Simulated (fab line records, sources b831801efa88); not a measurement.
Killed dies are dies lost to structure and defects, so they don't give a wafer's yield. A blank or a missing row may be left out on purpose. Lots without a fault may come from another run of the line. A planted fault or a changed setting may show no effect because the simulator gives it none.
Which tool did it? | flow gf180mcu | 13 lots, 39 wafers sampled, at 4 steps of a route of 602

WHAT THE GAUGES READ, wafer by wafer
GF_V5_THK_MEAS_03. Usual: V5_CVD_02_THK 1452 nm, standard deviation 22.
lot  | measured     | on            | V5_CVD_02_THK (nm) | flag
L735 | day 26 08:32 | film_metro-04 | 1458 1496 1487     |
L736 | day 27 03:49 | film_metro-01 | 1452 1463 1485     |
L737 | day 27 05:24 | film_metro-04 | 1439 1443 1482     |
L738 | day 27 07:45 | film_metro-04 | 1463 1467 1483     |
L739 | day 27 23:18 | film_metro-04 | 1462 1468 1468     |
L740 | day 28 08:23 | film_metro-03 | 1458 1455 1432     |
L748 | day 30 05:56 | film_metro-03 | 1455 1503 1486     |
L750 | day 30 18:27 | film_metro-01 | 1444 1434 1476     |
L751 | day 31 04:53 | film_metro-04 | 1433 1417 1427     |
L753 | day 31 13:28 | film_metro-04 | 1436 1445 1456     |
L754 | day 31 18:11 | film_metro-04 | 1435 1469 1456     |
L755 | day 32 04:18 | film_metro-03 | 1424 1426 1415     |
L758 | day 32 16:34 | film_metro-04 | 1432 1454 1473     |

GF_PASSIVATION_THK_MEAS_01. Usual: PASSIVATION_CVD_00_THK 996 nm, standard deviation 16.
lot  | measured     | on            | PASSIVATION_CVD_00_THK (nm) | flag
L735 | day 28 04:44 | film_metro-04 | 982 1012 987                |
L736 | day 28 22:19 | film_metro-01 | 988 998 991                 |
L737 | day 28 23:14 | film_metro-02 | 1004 1014 1025              |
L738 | day 29 02:15 | film_metro-04 | 987 990 1011                |
L739 | day 29 16:23 | film_metro-04 | 985 976 974                 |
L740 | day 30 00:46 | film_metro-02 | 986 967 972                 |
L748 | day 31 20:52 | film_metro-01 | 1003 1024 1010              |
L750 | day 32 08:32 | film_metro-01 | 987 984 987                 |
L751 | day 32 18:14 | film_metro-02 | 992 1004 1012               |
L753 | day 33 01:54 | film_metro-01 | 987 998 996                 |
L754 | day 33 06:19 | film_metro-04 | 997 1011 1025               |
L755 | day 33 15:32 | film_metro-01 | 1002 977 1015               |
L758 | day 34 03:35 | film_metro-02 | 983 997 989                 |

WHICH TOOL RAN EACH LOT (tool, then ch and the chambers of the sampled wafers, then the start)
lot  | GF_M3_STRIP_17                       | GF_TOP_METAL_SPUTTER_03
L735 | plasma_asher-04 ch 0,1, day 21 11:32 | pvd_sputter-03, day 27 07:40
L736 | plasma_asher-04 ch 0,1, day 22 07:28 | pvd_sputter-03, day 28 01:49
L737 | plasma_asher-04 ch 0,1, day 22 09:25 | pvd_sputter-04, day 28 03:58
L738 | plasma_asher-04 ch 0,1, day 22 13:58 | pvd_sputter-03, day 28 06:19
L739 | plasma_asher-04 ch 0,1, day 23 05:29 | pvd_sputter-03, day 28 20:38
L740 | plasma_asher-04 ch 0,1, day 23 15:58 | pvd_sputter-03, day 29 05:55
L748 | plasma_asher-03 ch 0,1, day 25 19:49 | pvd_sputter-04, day 31 02:34
L750 | plasma_asher-04 ch 0,1, day 26 11:26 | pvd_sputter-01, day 31 13:52
L751 | plasma_asher-04 ch 0,1, day 26 20:47 | pvd_sputter-04, day 32 01:04
L753 | plasma_asher-03 ch 0,1, day 27 08:12 | pvd_sputter-03, day 32 08:46
L754 | plasma_asher-02 ch 0,1, day 27 13:22 | pvd_sputter-03, day 32 12:44
L755 | plasma_asher-04 ch 0,1, day 27 22:01 | pvd_sputter-01, day 32 23:21
L758 | plasma_asher-02 ch 0,1, day 28 14:15 | pvd_sputter-03, day 33 11:19
- GF_M3_STRIP_17: strips in O2/N2.
- GF_TOP_METAL_SPUTTER_03: material Ti, target thk 5 nm, time 3.3 s.

WHAT THE TOOLS THEMSELVES READ (means of the sampled wafers that have a number; where no wafer has one, the mark that the record gives instead)
GF_M3_STRIP_17. Usual: drypump_motor_current_A 5.85 A, standard deviation 0.26; heater_power_w 329 W, standard deviation 27; oes_product_au 0.559 a.u., standard deviation 0.0049; platen_temp_c 250.02 C, standard deviation 0.19; strip_time_to_endpoint_s 7.91 s, standard deviation 0.054.
lot  | tool            | drypump_motor_current_A (A) | heater_power_w (W) | oes_product_au (a.u.) | platen_temp_c (C) | strip_time_to_endpoint_s (s) | flag
L735 | plasma_asher-04 | 5.91                        | 344                | 0.559                 | 250.18            | 7.90                         |
L736 | plasma_asher-04 | 5.93                        | 338                | 0.561                 | 250.17            | 7.96                         |
L737 | plasma_asher-04 | 5.96                        | 341                | 0.557                 | 249.83            | 7.90                         |
L738 | plasma_asher-04 | 5.94                        | 343                | 0.559                 | 250.22            | 7.85                         |
L739 | plasma_asher-04 | 5.92                        | 344                | 0.556                 | 250.11            | 7.85                         |
L740 | plasma_asher-04 | 5.89                        | 345                | 0.559                 | 250.03            | 7.92                         |
L748 | plasma_asher-03 | 5.58                        | 297                | 0.556                 | 250.05            | 7.88                         |
L750 | plasma_asher-04 | 5.91                        | 348                | 0.556                 | 249.81            | 7.91                         |
L751 | plasma_asher-04 | 5.92                        | 341                | 0.559                 | 249.93            | 7.91                         |
L753 | plasma_asher-03 | 5.58                        | 291                | 0.557                 | 249.99            | 7.89                         |
L754 | plasma_asher-02 | 5.76                        | 342                | 0.567                 | 249.96            | 7.98                         |
L755 | plasma_asher-04 | 5.91                        | 342                | 0.559                 | 250.09            | 7.89                         |
L758 | plasma_asher-02 | 5.73                        | 337                | 0.560                 | 250.10            | 7.93                         |

GF_TOP_METAL_SPUTTER_03. Usual: throttle_valve_pct 30.1 %, standard deviation 1.1.
lot  | tool           | throttle_valve_pct (%) | flag
L735 | pvd_sputter-03 | 29.7                   |
L736 | pvd_sputter-03 | 30.2                   |
L737 | pvd_sputter-04 | 31.5                   |
L738 | pvd_sputter-03 | 29.6                   |
L739 | pvd_sputter-03 | 29.4                   |
L740 | pvd_sputter-03 | 29.6                   |
L748 | pvd_sputter-04 | 31.5                   |
L750 | pvd_sputter-01 | 29.7                   |
L751 | pvd_sputter-04 | 31.0                   |
L753 | pvd_sputter-03 | 30.2                   |
L754 | pvd_sputter-03 | 30.1                   |
L755 | pvd_sputter-01 | 30.5                   |
L758 | pvd_sputter-03 | 29.8                   |

THE ANSWER, worked out from the rows above alone
Rule: a lot is off if the mean of its wafers that have a number lies more than 3 standard deviations from the usual mean. A lot without any number at a reading at which 4 lots or more have one is off too. The other lots that the step has rows for count as sound. The gauges are gone through in route order, then the tools' own readings, and for those a lot's mean is taken as printed above. The first step at which some lot is off is used, and at that step the reading that is off furthest; a lot without a number counts as furthest.
No lot is off at any reading shown: from this, nothing can be told.

WHAT THE SIMULATOR HAD PUT IN
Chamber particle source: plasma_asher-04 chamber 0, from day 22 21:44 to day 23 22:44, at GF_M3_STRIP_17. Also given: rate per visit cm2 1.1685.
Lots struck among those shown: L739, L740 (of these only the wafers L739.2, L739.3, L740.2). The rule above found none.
